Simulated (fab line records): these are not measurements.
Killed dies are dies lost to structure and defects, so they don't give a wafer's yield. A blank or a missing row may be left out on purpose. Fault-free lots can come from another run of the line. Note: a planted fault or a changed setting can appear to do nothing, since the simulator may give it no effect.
fab line records :: flow sky130
record
  lots=4
  wafers=12
  last_day=49
route steps=708 shown SD_N@352 SALICIDE@361 LI_CONTACT@362 LOCAL_INTERCONNECT@387 PAD_OPEN@708
lots untouched by any fault: they come from a run of this same line in which no faults occurred
start_h: the number of hours between the record's first day and the start of the first shown wafer of the lot :: wait_h: hours elapsed since this lot's preceding step :: " same as the row above :: L1.1+2: one row covering several wafers at once :: - value missing, or start not given :: * or withheld: withheld :: < > ~ a bound
route shown NAME@n: NAME is a module with steps in the file, n the number in the route of the first one :: usual: the fault-free wafers' mean and standard deviation :: same: alike in all rows :: chamber/n: place in a boat :: sites: per-site readings :: _std_site: the values' standard deviation :: _edge_site: mean of outer sites minus mean of inner sites :: radius_mm: for every site, how far away it sits from the centre of the wafer :: mask NAME#n: copy n :: behind: the most recent tool/chamber to have shaped the wafer :: hold: why the lot was held/for how many hours/how that ended :: device: the n, p or np transistor that did not switch :: end of line: tests run on the same wafers once the route is complete :: where a step has no rows: the recipe by itself :: killed: at the first sort, the dies lost to defects and structure; wafer yield is something else :: map: dies across one wafer; x = killed, . = not, _ = none there
set.NAME: the setting as run; set.NAME@STEP: as run at that earlier step :: model.NAME: the simulator's own value behind a step, which no gauge read
lots at selected steps of the route; one table per step, one row per wafer
services: from which hour (start_h, from the record's first day; less than 0 if before it) a tool's chamber was out of use, for how many hours, and why
## steps
# step SKY_SD_N_IMPLANT_10
# recipe
  species=P
  energy_kev=20
  dose_cm2=1e+14
  tilt_deg=0
# step SKY_SD_N_STRIP_11
# recipe
  chemistry=O2/N2
  power_w=1400
  pressure_mtorr=1500
  platen_temp_c=withheld
  o2_flow_sccm=3000
  n2_flow_sccm=300
  overash_fraction=0.5
# step SKY_SD_N_CLEAN_13
# recipe
  chemistry=SC1/SC2
  mix=1:4:20
  temp_c=70
  time_s=150
  dry=n2_spin
# step SKY_SD_N_RTA_14
# recipe
  temp_c=1075
  time_s=2
  idle_temp_c=650
  ramp_up_c_per_s=150
  ramp_down_c_per_s=90
  ambient=N2
# step SKY_SALICIDE_CLEAN_00
# recipe
  chemistry=HF-last
  time_s=30
  dilution=100:1
  dry=ipa_marangoni
# step SKY_LI_CONTACT_HDPCVD_00
# recipe
  material=PSG
  target_thk_nm=930
  sigma_open_frac=0.3
  time_s=155
  temp_c=600
  sih4_flow_sccm=60
  pressure_mtorr=6
# step SKY_LI_CONTACT_CMP_02
# recipe
  material=PSG
  down_force_psi=4
  platen_rpm=60
  pad_velocity_m_s=0.94248
# usual
  head_pressure_psi=3.999/0.0085
  motor_current_A=11.4/1.2
  retaining_ring_pressure_frac=1.000/0.005
  time_to_endpoint_s=31.5/2.8
lot.wafer: L994.1
tool: cmp-02
chamber: 2
start_h: 679.86
wait_h: 0.1
head_pressure_psi: 3.996
motor_current_A: 10.4
retaining_ring_pressure_frac: 0.998
time_to_endpoint_s: 31.5
model.PSG_of_LI_CONTACT_HDPCVD_00.thk_nm: 597.8

lot.wafer: L994.3
tool: cmp-02
chamber: 3
start_h: 679.86
wait_h: 0.1
head_pressure_psi: 4.006
motor_current_A: 11.4
retaining_ring_pressure_frac: 0.997
time_to_endpoint_s: 31.7
model.PSG_of_LI_CONTACT_HDPCVD_00.thk_nm: 596

lot.wafer: L994.6
tool: cmp-02
chamber: 3
start_h: 679.86
wait_h: 0.1
head_pressure_psi: 3.989
motor_current_A: 11.7
retaining_ring_pressure_frac: 0.995
time_to_endpoint_s: 32.9
model.PSG_of_LI_CONTACT_HDPCVD_00.thk_nm: 595.5

lot.wafer: L102.3
tool: cmp-02
chamber: 3
start_h: 748.39
wait_h: 0.1
head_pressure_psi: 4.007
motor_current_A: 11.6
retaining_ring_pressure_frac: 1.000
time_to_endpoint_s: 31.5
model.PSG_of_LI_CONTACT_HDPCVD_00.thk_nm: 598.3

lot.wafer: L102.1
tool: cmp-02
chamber: 0
start_h: 748.39
wait_h: 0.1
head_pressure_psi: 4.009
motor_current_A: 11.3
retaining_ring_pressure_frac: 0.997
time_to_endpoint_s: 34.5
model.PSG_of_LI_CONTACT_HDPCVD_00.thk_nm: 599.3

lot.wafer: L102.2
tool: cmp-02
chamber: 1
start_h: 748.39
wait_h: 0.1
head_pressure_psi: 3.989
motor_current_A: 11.4
retaining_ring_pressure_frac: 1.004
time_to_endpoint_s: 33.3
model.PSG_of_LI_CONTACT_HDPCVD_00.thk_nm: 597.5

lot.wafer: L105.2
tool: cmp-02
chamber: 3
start_h: 770.17
wait_h: 0.1
head_pressure_psi: 3.986
motor_current_A: 12.3
retaining_ring_pressure_frac: 1.003
time_to_endpoint_s: 33.5
model.PSG_of_LI_CONTACT_HDPCVD_00.thk_nm: 597.4

lot.wafer: L105.3
tool: cmp-02
chamber: 0
start_h: 770.17
wait_h: 0.1
head_pressure_psi: 4.000
motor_current_A: 10.9
retaining_ring_pressure_frac: 1.007
time_to_endpoint_s: 34.0
model.PSG_of_LI_CONTACT_HDPCVD_00.thk_nm: 659.7

lot.wafer: L105.5
tool: cmp-02
chamber: 2
start_h: 770.17
wait_h: 0.1
head_pressure_psi: 3.993
motor_current_A: 10.5
retaining_ring_pressure_frac: 1.003
time_to_endpoint_s: 35.5
model.PSG_of_LI_CONTACT_HDPCVD_00.thk_nm: 598.8

lot.wafer: L106.4
tool: cmp-02
chamber: 2
start_h: 776.84
wait_h: 0.1
head_pressure_psi: 4.019
motor_current_A: 9.6
retaining_ring_pressure_frac: 1.001
time_to_endpoint_s: 34.2
model.PSG_of_LI_CONTACT_HDPCVD_00.thk_nm: 598

lot.wafer: L106.1
tool: cmp-02
chamber: 0
start_h: 776.84
wait_h: 0.1
head_pressure_psi: 3.991
motor_current_A: 11.0
retaining_ring_pressure_frac: 1.002
time_to_endpoint_s: 30.0
model.PSG_of_LI_CONTACT_HDPCVD_00.thk_nm: 657.3

lot.wafer: L106.5
tool: cmp-02
chamber: 1
start_h: 776.84
wait_h: 0.1
head_pressure_psi: 4.001
motor_current_A: 12.0
retaining_ring_pressure_frac: 1.004
time_to_endpoint_s: 34.8
model.PSG_of_LI_CONTACT_HDPCVD_00.thk_nm: 596.8
# step SKY_LI_CONTACT_DEHYDRATE_04
# recipe
  temp_c=200
  time_s=60
# step SKY_LI_CONTACT_HMDS_05
# recipe
  prime_time_s=60
  prime_temp_c=120
# step SKY_LI_CONTACT_COAT_06
# recipe
  resist=BARC
  temp_c=withheld
  time_s=withheld
  spin_rpm=3000
  resist_thk_nm=60
# step SKY_LI_CONTACT_COAT_07
# recipe
  resist=KrF-thick
  spin_rpm=3000
  resist_thk_nm=450
# step SKY_LI_CONTACT_SOFTBAKE_08
# recipe
  temp_c=100
  time_s=90
  resist=KrF-thick
# step SKY_LI_CONTACT_EXPOSE_09
# recipe
  mask_id=LICM1
  na=0.8
  source_shape=annular
  sigma_inner=0.55
  sigma_outer=0.85
  target_cd_nm=170
  dose_mj=38
# step SKY_LI_CONTACT_PEB_10
# recipe
  peb_temp_c=withheld
  peb_time_s=withheld
  resist=KrF-thick
# step SKY_LI_CONTACT_DEVELOP_11
# recipe
  develop_time_s=60
  resist=KrF-thick
  dev_temp_c=21
# step SKY_LI_CONTACT_ETCH_14
# recipe
  chemistry=N2/H2
  target=BARC
  ion_energy_ev=200
  source_w=500
  bias_w=100
  pressure_mtorr=30
  n2_flow_sccm=100
  h2_flow_sccm=200
  stop_on=SiO2
  time_s=45.9
  target_depth_a=600
# step SKY_LI_CONTACT_ETCH_15
# recipe
  target=PSG
  chemistry=C4F8/O2/Ar
  stop_on=Si
  taper_deg=4.15
  mask_material=KrF-thick
  source_w=1500
  bias_w=1200
  pressure_mtorr=40
  c4f8_flow_sccm=withheld
  O2_flow_sccm=6
  Ar_flow_sccm=300
  time_s=withheld
  target_depth_a=6000
# usual
  oes_product_au=0.837/0.0047
lot.wafer: L994.1
tool: rie_diel-03
chamber: 0
start_h: 708.81
wait_h: 0.0
oes_product_au: 0.835
model.LI_CONTACT.feature_depth_nm: 597.8
model.etch.depth_nm: 597.8

lot.wafer: L994.3
tool: rie_diel-03
chamber: 1
start_h: 708.81
wait_h: 0.0
oes_product_au: 0.836
model.LI_CONTACT.feature_depth_nm: 596
model.etch.depth_nm: 596

lot.wafer: L994.6
tool: rie_diel-03
chamber: 1
start_h: 708.81
wait_h: 0.0
oes_product_au: 0.838
model.LI_CONTACT.feature_depth_nm: 595.5
model.etch.depth_nm: 595.5

lot.wafer: L102.1
tool: rie_diel-03
chamber: 2
start_h: 775.31
wait_h: 0.0
oes_product_au: 0.837
model.LI_CONTACT.feature_depth_nm: 599.3
model.etch.depth_nm: 599.3

lot.wafer: L102.2
tool: rie_diel-03
chamber: 0
start_h: 775.31
wait_h: 0.0
oes_product_au: 0.836
model.LI_CONTACT.feature_depth_nm: 597.5
model.etch.depth_nm: 597.5

lot.wafer: L102.3
tool: rie_diel-03
chamber: 1
start_h: 775.31
wait_h: 0.0
oes_product_au: 0.835
model.LI_CONTACT.feature_depth_nm: 598.3
model.etch.depth_nm: 598.3

lot.wafer: L105.2
tool: rie_diel-03
chamber: 2
start_h: 797.31
wait_h: 0.0
oes_product_au: 0.840
model.LI_CONTACT.feature_depth_nm: 597.4
model.etch.depth_nm: 597.4

lot.wafer: L105.3
tool: rie_diel-03
chamber: 3
start_h: 797.31
wait_h: 0.0
oes_product_au: 0.884
model.LI_CONTACT.feature_depth_nm: 659.7
model.etch.depth_nm: 659.7

lot.wafer: L105.5
tool: rie_diel-03
chamber: 2
start_h: 797.31
wait_h: 0.0
oes_product_au: 0.840
model.LI_CONTACT.feature_depth_nm: 598.8
model.etch.depth_nm: 598.8

lot.wafer: L106.1
tool: rie_diel-03
chamber: 3
start_h: 803.44
wait_h: 0.0
oes_product_au: 0.884
model.LI_CONTACT.feature_depth_nm: 657.3
model.etch.depth_nm: 657.3

lot.wafer: L106.4
tool: rie_diel-03
chamber: 0
start_h: 803.44
wait_h: 0.0
oes_product_au: 0.831
model.LI_CONTACT.feature_depth_nm: 598
model.etch.depth_nm: 598

lot.wafer: L106.5
tool: rie_diel-03
chamber: 2
start_h: 803.44
wait_h: 0.0
oes_product_au: 0.835
model.LI_CONTACT.feature_depth_nm: 596.8
model.etch.depth_nm: 596.8
# step SKY_LI_CONTACT_STRIP_16
# recipe
  chemistry=O2/N2
  power_w=1400
  pressure_mtorr=1500
  platen_temp_c=withheld
  o2_flow_sccm=3000
  n2_flow_sccm=300
  overash_fraction=0.5
# step SKY_LI_CONTACT_CLEAN_17
# recipe
  chemistry=NMP
  time_s=600
  temp_c=60
  dry=n2_spin
# step SKY_LI_CONTACT_PRE_CLEAN_18
# recipe
  gas=Ar
  time_s=5.6
  bias_v=358
# step SKY_LI_CONTACT_SPUTTER_19
# recipe
  material=Ti
  target_thk_nm=20
  chamber_pressure_pa=4.885
  power_w=2500
  substrate_temp_c=200
  time_s=106.37
# step SKY_LI_CONTACT_SPUTTER_20
# recipe
  material=TiN
  target_thk_nm=20
  chamber_pressure_pa=5
  power_w=4000
  time_s=80
# step SKY_LI_CONTACT_CVD_21
# recipe
  material=W
  target_thk_nm=400
  time_s=120.56
  temp_c=400
  pressure_torr=40
# step SKY_LI_CONTACT_CMP_24
# recipe
  stop_on=PSG
  t_overpolish_s=20
  down_force_psi=3.5
  platen_rpm=60
  target_thk_nm=0
  pad_velocity_m_s=0.94248
# usual
  head_pressure_psi=3.500/0.0082
  motor_current_A=10.6/1.1
  retaining_ring_pressure_frac=0.999/0.0052
lot.wafer: L994.1
tool: cmp-01
chamber: 1
start_h: 709.70
wait_h: 0.1
head_pressure_psi: 3.510
motor_current_A: 13.2
retaining_ring_pressure_frac: 1.002
model.PSG_of_LI_CONTACT_HDPCVD_00.thk_nm: 588.4

lot.wafer: L994.3
tool: cmp-01
chamber: 3
start_h: 709.70
wait_h: 0.1
head_pressure_psi: 3.490
motor_current_A: 12.7
retaining_ring_pressure_frac: 1.001
model.PSG_of_LI_CONTACT_HDPCVD_00.thk_nm: 586.5

lot.wafer: L994.6
tool: cmp-01
chamber: 0
start_h: 709.70
wait_h: 0.1
head_pressure_psi: 3.497
motor_current_A: 9.7
retaining_ring_pressure_frac: 0.999
model.PSG_of_LI_CONTACT_HDPCVD_00.thk_nm: 586.1

lot.wafer: L102.2
tool: cmp-01
chamber: 2
start_h: 776.13
wait_h: 0.0
head_pressure_psi: 3.509
motor_current_A: 9.5
retaining_ring_pressure_frac: 1.004
model.PSG_of_LI_CONTACT_HDPCVD_00.thk_nm: 588.1

lot.wafer: L102.3
tool: cmp-01
chamber: 3
start_h: 776.13
wait_h: 0.0
head_pressure_psi: 3.507
motor_current_A: 12.0
retaining_ring_pressure_frac: 1.002
model.PSG_of_LI_CONTACT_HDPCVD_00.thk_nm: 588.9

lot.wafer: L102.1
tool: cmp-01
chamber: 0
start_h: 776.13
wait_h: 0.0
head_pressure_psi: 3.493
motor_current_A: 10.0
retaining_ring_pressure_frac: 1.005
model.PSG_of_LI_CONTACT_HDPCVD_00.thk_nm: 589.8

lot.wafer: L105.3
tool: cmp-02
chamber: 1
start_h: 798.32
wait_h: 0.1
head_pressure_psi: 3.496
motor_current_A: 10.4
retaining_ring_pressure_frac: 1.002
model.PSG_of_LI_CONTACT_HDPCVD_00.thk_nm: 650.2

lot.wafer: L105.2
tool: cmp-02
chamber: 3
start_h: 798.32
wait_h: 0.1
head_pressure_psi: 3.503
motor_current_A: 10.9
retaining_ring_pressure_frac: 0.994
model.PSG_of_LI_CONTACT_HDPCVD_00.thk_nm: 587.9

lot.wafer: L105.5
tool: cmp-02
chamber: 1
start_h: 798.32
wait_h: 0.1
head_pressure_psi: 3.490
motor_current_A: 10.5
retaining_ring_pressure_frac: 1.004
model.PSG_of_LI_CONTACT_HDPCVD_00.thk_nm: 589.4

lot.wafer: L106.4
tool: cmp-02
chamber: 3
start_h: 804.27
wait_h: 0.0
head_pressure_psi: 3.493
motor_current_A: 10.9
retaining_ring_pressure_frac: 0.996
model.PSG_of_LI_CONTACT_HDPCVD_00.thk_nm: 588.6

lot.wafer: L106.1
tool: cmp-02
chamber: 0
start_h: 804.27
wait_h: 0.0
head_pressure_psi: 3.502
motor_current_A: 10.4
retaining_ring_pressure_frac: 0.996
model.PSG_of_LI_CONTACT_HDPCVD_00.thk_nm: 647.9

lot.wafer: L106.5
tool: cmp-02
chamber: 0
start_h: 804.27
wait_h: 0.0
head_pressure_psi: 3.498
motor_current_A: 10.2
retaining_ring_pressure_frac: 0.993
model.PSG_of_LI_CONTACT_HDPCVD_00.thk_nm: 587.4
# step SKY_LOCAL_INTERCONNECT_SPUTTER_00
# recipe
  material=TiN
  target_thk_nm=100
  temp_c=300
  power_w=6500
  time_s=79.57
  chamber_pressure_pa=0.4
# step SKY_PAD_OPEN_PROBE_99
# usual
  killed_at_M0_to_M3=42/7.6
  killed_at_M4_up=3.4/2
  killed_at_contacts=24/5.9
  killed_at_front_end=16/4.5
  killed_at_other=0.4/0.58
  killed_dies=86/10
  killed_on_rim=17/4.2
  killed_open=47/7.6
  killed_short=39/6.7
# same
  gross_dies=492
  killed_at_back_side=0
lot.wafer: L994.1
tool: prober-02
chamber: -
start_h: 1102.68
wait_h: 0.1
killed_at_M0_to_M3: 41
killed_at_M4_up: 2
killed_at_contacts: 16
killed_at_front_end: 17
killed_at_other: 0
killed_dies: 76
killed_on_rim: 13
killed_open: 46
killed_short: 29
model.etest.licon_pdiff.rc_ohm: 576.5
model.etest.licon_ndiff.rc_ohm: 179.9
model.etest.cap_li_to_poly.c_af_um2: 91.13
model.etest.licon_poly.rc_ohm: 149.5
model.etest.cap_li_to_well.c_af_um2: 37.02

lot.wafer: L994.3
tool: prober-02
chamber: -
start_h: 1102.78
wait_h: 0.2
killed_at_M0_to_M3: 57
killed_at_M4_up: 4
killed_at_contacts: 30
killed_at_front_end: 11
killed_at_other: 0
killed_dies: 102
killed_on_rim: 16
killed_open: 47
killed_short: 55
model.etest.licon_pdiff.rc_ohm: 574.1
model.etest.licon_ndiff.rc_ohm: 181.3
model.etest.cap_li_to_poly.c_af_um2: 91.51
model.etest.licon_poly.rc_ohm: 143.3
model.etest.cap_li_to_well.c_af_um2: 36.42

lot.wafer: L994.6
tool: prober-02
chamber: -
start_h: 1102.93
wait_h: 0.2
killed_at_M0_to_M3: 33
killed_at_M4_up: 0
killed_at_contacts: 23
killed_at_front_end: 16
killed_at_other: 0
killed_dies: 72
killed_on_rim: 16
killed_open: 43
killed_short: 29
model.etest.licon_pdiff.rc_ohm: 548.3
model.etest.licon_ndiff.rc_ohm: 173
model.etest.cap_li_to_poly.c_af_um2: 93.94
model.etest.licon_poly.rc_ohm: 149.5
model.etest.cap_li_to_well.c_af_um2: 36.7

lot.wafer: L102.1
tool: prober-02
chamber: -
start_h: 1149.29
wait_h: 0.1
killed_at_M0_to_M3: 46
killed_at_M4_up: 3
killed_at_contacts: 26
killed_at_front_end: 13
killed_at_other: 1
killed_dies: 89
killed_on_rim: 23
killed_open: 58
killed_short: 31
model.etest.licon_pdiff.rc_ohm: 580
model.etest.licon_ndiff.rc_ohm: 189.7
model.etest.cap_li_to_poly.c_af_um2: 93.94
model.etest.licon_poly.rc_ohm: 148.9
model.etest.cap_li_to_well.c_af_um2: 36.09

lot.wafer: L102.2
tool: prober-02
chamber: -
start_h: 1149.34
wait_h: 0.1
killed_at_M0_to_M3: 34
killed_at_M4_up: 2
killed_at_contacts: 25
killed_at_front_end: 20
killed_at_other: 0
killed_dies: 81
killed_on_rim: 13
killed_open: 49
killed_short: 32
model.etest.licon_pdiff.rc_ohm: 597.7
model.etest.licon_ndiff.rc_ohm: 180.8
model.etest.cap_li_to_poly.c_af_um2: 95.94
model.etest.licon_poly.rc_ohm: 153.9
model.etest.cap_li_to_well.c_af_um2: 36.29

lot.wafer: L102.3
tool: prober-02
chamber: -
start_h: 1149.39
wait_h: 0.2
killed_at_M0_to_M3: 49
killed_at_M4_up: 5
killed_at_contacts: 23
killed_at_front_end: 14
killed_at_other: 0
killed_dies: 91
killed_on_rim: 16
killed_open: 46
killed_short: 45
model.etest.licon_pdiff.rc_ohm: 600.1
model.etest.licon_ndiff.rc_ohm: 177.9
model.etest.cap_li_to_poly.c_af_um2: 93.37
model.etest.licon_poly.rc_ohm: 153
model.etest.cap_li_to_well.c_af_um2: 36.5

lot.wafer: L105.2
tool: prober-02
chamber: -
start_h: 1166.73
wait_h: 0.1
killed_at_M0_to_M3: 52
killed_at_M4_up: 9
killed_at_contacts: 23
killed_at_front_end: 13
killed_at_other: 0
killed_dies: 97
killed_on_rim: 26
killed_open: 52
killed_short: 45
model.etest.licon_pdiff.rc_ohm: 576.4
model.etest.licon_ndiff.rc_ohm: 184.1
model.etest.cap_li_to_poly.c_af_um2: 93.3
model.etest.licon_poly.rc_ohm: 157
model.etest.cap_li_to_well.c_af_um2: 37.2

lot.wafer: L105.3
tool: prober-02
chamber: -
start_h: 1166.78
wait_h: 0.2
killed_at_M0_to_M3: 40
killed_at_M4_up: 5
killed_at_contacts: 25
killed_at_front_end: 15
killed_at_other: 2
killed_dies: 87
killed_on_rim: 15
killed_open: 44
killed_short: 42
model.etest.licon_pdiff.rc_ohm: 635.6
model.etest.licon_ndiff.rc_ohm: 203.9
model.etest.cap_li_to_poly.c_af_um2: 79.89
model.etest.licon_poly.rc_ohm: 162.3
model.etest.cap_li_to_well.c_af_um2: 35.68

lot.wafer: L105.5
tool: prober-02
chamber: -
start_h: 1166.88
wait_h: 0.2
killed_at_M0_to_M3: 51
killed_at_M4_up: 5
killed_at_contacts: 22
killed_at_front_end: 21
killed_at_other: 0
killed_dies: 99
killed_on_rim: 24
killed_open: 52
killed_short: 47
model.etest.licon_pdiff.rc_ohm: 581.3
model.etest.licon_ndiff.rc_ohm: 179.9
model.etest.cap_li_to_poly.c_af_um2: 94.27
model.etest.licon_poly.rc_ohm: 154.2
model.etest.cap_li_to_well.c_af_um2: 36.55

lot.wafer: L106.1
tool: prober-02
chamber: -
start_h: 1168.93
wait_h: 0.1
killed_at_M0_to_M3: 45
killed_at_M4_up: 2
killed_at_contacts: 22
killed_at_front_end: 11
killed_at_other: 0
killed_dies: 80
killed_on_rim: 17
killed_open: 49
killed_short: 31
model.etest.licon_pdiff.rc_ohm: 645.1
model.etest.licon_ndiff.rc_ohm: 199.7
model.etest.cap_li_to_poly.c_af_um2: 79.92
model.etest.licon_poly.rc_ohm: 162
model.etest.cap_li_to_well.c_af_um2: 35.02

lot.wafer: L106.4
tool: prober-02
chamber: -
start_h: 1169.08
wait_h: 0.2
killed_at_M0_to_M3: 57
killed_at_M4_up: 7
killed_at_contacts: 25
killed_at_front_end: 16
killed_at_other: 0
killed_dies: 105
killed_on_rim: 22
killed_open: 54
killed_short: 51
model.etest.licon_pdiff.rc_ohm: 589.2
model.etest.licon_ndiff.rc_ohm: 177.8
model.etest.cap_li_to_poly.c_af_um2: 92.9
model.etest.licon_poly.rc_ohm: 152.1
model.etest.cap_li_to_well.c_af_um2: 37.1

lot.wafer: L106.5
tool: prober-02
chamber: -
start_h: 1169.13
wait_h: 0.2
killed_at_M0_to_M3: 37
killed_at_M4_up: 2
killed_at_contacts: 28
killed_at_front_end: 12
killed_at_other: 0
killed_dies: 79
killed_on_rim: 16
killed_open: 47
killed_short: 32
model.etest.licon_pdiff.rc_ohm: 573.2
model.etest.licon_ndiff.rc_ohm: 186
model.etest.cap_li_to_poly.c_af_um2: 98.22
model.etest.licon_poly.rc_ohm: 151.2
model.etest.cap_li_to_well.c_af_um2: 36.03
# killed by level:class
L994.1 VIA1:geometric_particle:open=10 VIA2:geometric_particle:open=7 VIA3:geometric_particle:open=6 CONTACT:geometric_particle:open=5 METAL2:geometric_particle:short=5 LI_CONTACT:geometric_particle:open=4 METAL1:geometric_particle:short=4 FIELD_ISO:geometric_particle:short=3
L994.3 VIA1:geometric_particle:open=17 VIA1:geometric_particle:short=10 LI_CONTACT:geometric_particle:short=7 LOCAL_INTERCONNECT:geometric_particle:short=7 CONTACT:geometric_particle:short=6 VIA2:geometric_particle:open=6 VIA3:geometric_particle:open=5 FIELD_ISO:geometric_particle:short=4
L994.6 CONTACT:geometric_particle:open=10 VIA1:geometric_particle:open=10 FIELD_ISO:geometric_particle:open=6 LI_CONTACT:geometric_particle:open=6 FIELD_ISO:geometric_particle:short=5 METAL2:geometric_particle:short=5 VIA3:geometric_particle:open=5 LOCAL_INTERCONNECT:geometric_particle:short=4
L102.1 VIA1:geometric_particle:open=14 CONTACT:geometric_particle:open=10 VIA2:geometric_particle:open=8 LI_CONTACT:geometric_particle:open=5 VIA1:geometric_particle:short=5 VIA3:geometric_particle:short=5 POLY_GATE:geometric_particle:open=4 CONTACT:geometric_particle:short=4
L102.2 LI_CONTACT:geometric_particle:open=10 CONTACT:geometric_particle:open=10 VIA1:geometric_particle:open=7 VIA3:geometric_particle:open=6 FIELD_ISO:geometric_particle:short=5 POLY_GATE:geometric_particle:short=5 VIA1:geometric_particle:short=5 VIA2:geometric_particle:open=4
L102.3 VIA1:geometric_particle:open=10 CONTACT:geometric_particle:open=10 METAL2:geometric_particle:short=10 VIA3:geometric_particle:open=7 VIA2:geometric_particle:open=7 FIELD_ISO:geometric_particle:short=4 CONTACT:geometric_particle:short=4 VIA1:geometric_particle:short=4
L105.2 VIA1:geometric_particle:open=13 CONTACT:geometric_particle:open=10 VIA2:geometric_particle:open=8 VIA3:geometric_particle:open=7 VIA1:geometric_particle:short=6 METAL4:geometric_particle:short=6 FIELD_ISO:geometric_particle:short=5 METAL2:geometric_particle:short=5
L105.3 VIA1:geometric_particle:open=13 CONTACT:geometric_particle:open=13 POLY_GATE:geometric_particle:short=7 LI_CONTACT:geometric_particle:open=7 METAL2:geometric_particle:short=7 FIELD_ISO:geometric_particle:short=6 VIA1:geometric_particle:short=5 VIA3:geometric_particle:open=4
L105.5 VIA3:geometric_particle:open=11 VIA1:geometric_particle:open=11 VIA1:geometric_particle:short=11 FIELD_ISO:geometric_particle:short=9 CONTACT:geometric_particle:open=8 LI_CONTACT:geometric_particle:open=6 VIA3:geometric_particle:short=5 FIELD_ISO:geometric_particle:open=4
L106.1 VIA3:geometric_particle:open=10 VIA1:geometric_particle:open=10 CONTACT:geometric_particle:open=8 LI_CONTACT:geometric_particle:open=7 VIA1:geometric_particle:short=5 METAL2:geometric_particle:short=5 VIA2:geometric_particle:open=5 POLY_GATE:geometric_particle:short=4
L106.4 VIA1:geometric_particle:open=12 VIA1:geometric_particle:short=9 VIA3:geometric_particle:open=9 CONTACT:geometric_particle:open=8 LI_CONTACT:geometric_particle:open=6 CONTACT:geometric_particle:short=5 METAL2:geometric_particle:short=5 VIA3:geometric_particle:short=5
L106.5 LI_CONTACT:geometric_particle:open=11 CONTACT:geometric_particle:open=9 VIA3:geometric_particle:open=6 METAL1:geometric_particle:short=5 VIA1:geometric_particle:open=5 FIELD_ISO:geometric_particle:short=4 FIELD_ISO:geometric_particle:open=4 VIA1:geometric_particle:short=4
## services
tool: rie_diel-03
chamber: 3
start_h: 675.16
hours: 3.0
kind: repair

tool: cmp-02
chamber: -
start_h: 696.44
hours: 7.1
kind: pm

tool: rie_diel-03
chamber: 3
start_h: 707.58
hours: 2.6
kind: repair

tool: rie_diel-03
chamber: 0
start_h: 711.99
hours: -
kind: clean

tool: rie_diel-03
chamber: 0
start_h: 711.99
hours: 17.4
kind: scheduled_down

tool: rie_diel-03
chamber: 0
start_h: 711.99
hours: 17.4
kind: vent_cycle

tool: rie_diel-03
chamber: 0
start_h: 730.06
hours: 8.3
kind: repair

tool: cmp-01
chamber: -
start_h: 737.72
hours: 2.1
kind: repair

tool: cmp-02
chamber: -
start_h: 744.26
hours: 4.0
kind: pm

tool: cmp-02
chamber: -
start_h: 748.26
hours: -
kind: consumable_replace:conditioner

tool: cmp-02
chamber: -
start_h: 748.26
hours: -
kind: consumable_replace:pad

tool: cmp-02
chamber: -
start_h: 764.95
hours: 0.5
kind: repair

tool: rie_diel-03
chamber: 1
start_h: 776.83
hours: 6.7
kind: repair

tool: cmp-01
chamber: -
start_h: 788.44
hours: 1.6
kind: repair

tool: cmp-02
chamber: -
start_h: 799.31
hours: 1.3
kind: repair
## key
first_sign
  step=SKY_LI_CONTACT_ETCH_15
  reading=oes_product_au
  direction=up
  sigmas=9.9
  usual=0.837
  struck=0.884
effect none on later readings
model_effect
  step=SKY_LI_CONTACT_CMP_02
  value=PSG_of_LI_CONTACT_HDPCVD_00.thk_nm
  without=598.8
  struck=658.5
model_effect
  step=SKY_LI_CONTACT_ETCH_15
  value=LI_CONTACT.feature_depth_nm
  without=598.8
  struck=658.5
model_effect
  step=SKY_LI_CONTACT_CMP_24
  value=PSG_of_LI_CONTACT_HDPCVD_00.thk_nm
  without=589.3
  struck=649.1
model_effect
  step=SKY_PAD_OPEN_PROBE_99
  value=etest.licon_pdiff.rc_ohm
  without=604.6
  struck=640.4
met_at SKY_LI_CONTACT_CMP_02
struck_wafers L105.3,L106.1
tester_left_out L105,L106
onset_between 748.39 770.17
fault
  kind=process_parameter_drift
  tool=cmp-02
  chamber=0
  onset_h=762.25
  steps=SKY_LI_CONTACT_CMP_02
  channel=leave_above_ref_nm
  offset=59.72
  shape=step
  end_h=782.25
  acts_in=these_recipes_only
  stated=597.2
# tester_left_out: of these lots the tester's yield and bins aren't shown, on N5 and GAA mostly nor the transistor test; their killed dies are dies lost to structure and defects alone, not to doping, threshold or leakage, so they don't give the yield
